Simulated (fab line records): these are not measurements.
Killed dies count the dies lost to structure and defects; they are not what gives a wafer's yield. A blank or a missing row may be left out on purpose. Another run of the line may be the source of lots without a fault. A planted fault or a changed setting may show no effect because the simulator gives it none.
What tool caused it? :: flow sky130 :: 39 wafers from 13 lots sampled at 3 of the route's 708 steps

WHAT EACH GAUGE READ, for each wafer
SKY_FIELD_ISO_BOW_MEAS_00. Usual: INCOMING_BOW 0 um, standard deviation 5.8.
lot: L583
measured: day 1 10:01
on: filmMetro-02
INCOMING_BOW (um): -1 7 5
flag: 

lot: L584
measured: day 1 15:00
on: filmMetro-03
INCOMING_BOW (um): -1 -8 0
flag: 

lot: L585
measured: day 1 20:04
on: filmMetro-02
INCOMING_BOW (um): 5 1 3
flag: 

lot: L592
measured: day 3 07:04
on: filmMetro-03
INCOMING_BOW (um): 7 -9 -14
flag: 

lot: L594
measured: day 3 17:01
on: filmMetro-01
INCOMING_BOW (um): 1 5 -3
flag: 

lot: L596
measured: day 4 03:01
on: filmMetro-02
INCOMING_BOW (um): 4 -3 -7
flag: 

lot: L597
measured: day 4 08:04
on: filmMetro-03
INCOMING_BOW (um): 1 -8 -2
flag: 

lot: L598
measured: day 4 13:00
on: filmMetro-03
INCOMING_BOW (um): -2 -1 6
flag: 

lot: L599
measured: day 4 18:00
on: filmMetro-01
INCOMING_BOW (um): 11 3 -7
flag: 

lot: L600
measured: day 4 23:00
on: filmMetro-01
INCOMING_BOW (um): 8 -7 -2
flag: 

lot: L604
measured: day 5 19:01
on: filmMetro-03
INCOMING_BOW (um): -9 4 -10
flag: 

lot: L605
measured: day 6 00:00
on: filmMetro-03
INCOMING_BOW (um): 8 5 4
flag: 

lot: L606
measured: day 6 05:00
on: filmMetro-01
INCOMING_BOW (um): -6 3 5
flag: 

SKY_LOCAL_INTERCONNECT_RS_MEAS_01: measures by four-point-probe. Usual: LOCAL_INTERCONNECT_TIN_RS 14.17 ohm/sq, standard deviation 0.21.
lot: L583
measured: day 30 07:14
on: filmMetro-01
LOCAL_INTERCONNECT_TIN_RS (ohm/sq): 14.45 14.40 14.46
flag: 

lot: L584
measured: day 30 06:04
on: filmMetro-02
LOCAL_INTERCONNECT_TIN_RS (ohm/sq): 14.19 14.32 14.33
flag: 

lot: L585
measured: day 30 04:55
on: filmMetro-04
LOCAL_INTERCONNECT_TIN_RS (ohm/sq): 14.06 13.97 14.22
flag: 

lot: L592
measured: day 32 11:13
on: filmMetro-04
LOCAL_INTERCONNECT_TIN_RS (ohm/sq): 14.06 14.07 14.23
flag: 

lot: L594
measured: day 32 21:14
on: filmMetro-02
LOCAL_INTERCONNECT_TIN_RS (ohm/sq): 14.29 14.24 14.19
flag: 

lot: L596
measured: day 33 19:10
on: filmMetro-01
LOCAL_INTERCONNECT_TIN_RS (ohm/sq): 14.24 14.03 14.21
flag: 

lot: L597
measured: day 34 02:50
on: filmMetro-02
LOCAL_INTERCONNECT_TIN_RS (ohm/sq): 14.32 14.28 14.60
flag: 

lot: L598
measured: day 34 07:23
on: filmMetro-01
LOCAL_INTERCONNECT_TIN_RS (ohm/sq): 13.90 13.85 14.07
flag: 

lot: L599
measured: day 34 09:31
on: filmMetro-02
LOCAL_INTERCONNECT_TIN_RS (ohm/sq): 14.00 14.04 13.98
flag: 

lot: L600
measured: day 36 08:16
on: filmMetro-01
LOCAL_INTERCONNECT_TIN_RS (ohm/sq): 13.94 14.15 13.99
flag: 

lot: L604
measured: day 36 10:03
on: filmMetro-04
LOCAL_INTERCONNECT_TIN_RS (ohm/sq): 14.42 14.40 14.22
flag: 

lot: L605
measured: day 36 11:27
on: filmMetro-01
LOCAL_INTERCONNECT_TIN_RS (ohm/sq): 14.35 14.30 14.29
flag: 

lot: L606
measured: day 36 18:37
on: filmMetro-02
LOCAL_INTERCONNECT_TIN_RS (ohm/sq): 13.96 14.17 13.89
flag: 

EACH LOT AND THE TOOL THAT RAN IT (in order: tool; ch and the chambers of the sampled wafers; start)
lot: L583
SKY_PWDE_IMPLANT_08: implanter-01 ch 0, day 4 12:26

lot: L584
SKY_PWDE_IMPLANT_08: implanter-03 ch 0, day 4 13:22

lot: L585
SKY_PWDE_IMPLANT_08: implanter-01 ch 0, day 4 13:22

lot: L592
SKY_PWDE_IMPLANT_08: implanter-01 ch 0, day 5 22:13

lot: L594
SKY_PWDE_IMPLANT_08: implanter-01 ch 0, day 6 09:26

lot: L596
SKY_PWDE_IMPLANT_08: implanter-03 ch 0, day 7 01:08

lot: L597
SKY_PWDE_IMPLANT_08: implanter-03 ch 0, day 7 07:40

lot: L598
SKY_PWDE_IMPLANT_08: implanter-04 ch 0, day 7 12:57

lot: L599
SKY_PWDE_IMPLANT_08: implanter-03 ch 0, day 7 16:47

lot: L600
SKY_PWDE_IMPLANT_08: implanter-04 ch 0, day 7 20:10

lot: L604
SKY_PWDE_IMPLANT_08: implanter-03 ch 0, day 8 17:04

lot: L605
SKY_PWDE_IMPLANT_08: implanter-03 ch 0, day 8 22:22

lot: L606
SKY_PWDE_IMPLANT_08: implanter-01 ch 0, day 9 13:00
- SKY_PWDE_IMPLANT_08

AS READ BY THE TOOLS THEMSELVES (means over the sampled wafers that have a number; for cases with no such wafer, the mark the record gives instead)
SKY_PWDE_IMPLANT_08. Usual: beamEnergyKeV at 149.99, with a standard deviation of 0.049.
lot: L583
tool: implanter-01
beamEnergyKeV: 150.06
flag: 

lot: L584
tool: implanter-03
beamEnergyKeV: 150.00
flag: 

lot: L585
tool: implanter-01
beamEnergyKeV: 150.02
flag: 

lot: L592
tool: implanter-01
beamEnergyKeV: 133.46
flag: OFF

lot: L594
tool: implanter-01
beamEnergyKeV: 133.39
flag: OFF

lot: L596
tool: implanter-03
beamEnergyKeV: 150.01
flag: 

lot: L597
tool: implanter-03
beamEnergyKeV: 149.96
flag: 

lot: L598
tool: implanter-04
beamEnergyKeV: 149.93
flag: 

lot: L599
tool: implanter-03
beamEnergyKeV: 149.94
flag: 

lot: L600
tool: implanter-04
beamEnergyKeV: 150.01
flag: 

lot: L604
tool: implanter-03
beamEnergyKeV: 150.02
flag: 

lot: L605
tool: implanter-03
beamEnergyKeV: 149.98
flag: 

lot: L606
tool: implanter-01
beamEnergyKeV: 150.03
flag: 

THE ANSWER, worked out from the rows above alone
Rule: a lot is off if the mean of its wafers that have a number lies more than 3 standard deviations from the usual mean. Also off: a lot with no number at a reading for which 4 or more lots have one. Any other lot the step has rows for is counted as sound. Order of review: gauges by route order, followed by the tools' own readings, for which a lot's mean as printed above is used. At the first step where some lot is off, the reading lying furthest off is the one used; lots without a number count as furthest.
Off: L592, L594, at SKY_PWDE_IMPLANT_08 (beamEnergyKeV).
A tool fits if, at that step or a process step before it, it ran every lot that is off, and no sound lot after the first of them. Of those tried, none fits.

WHAT THE SIMULATOR HAD INSERTED
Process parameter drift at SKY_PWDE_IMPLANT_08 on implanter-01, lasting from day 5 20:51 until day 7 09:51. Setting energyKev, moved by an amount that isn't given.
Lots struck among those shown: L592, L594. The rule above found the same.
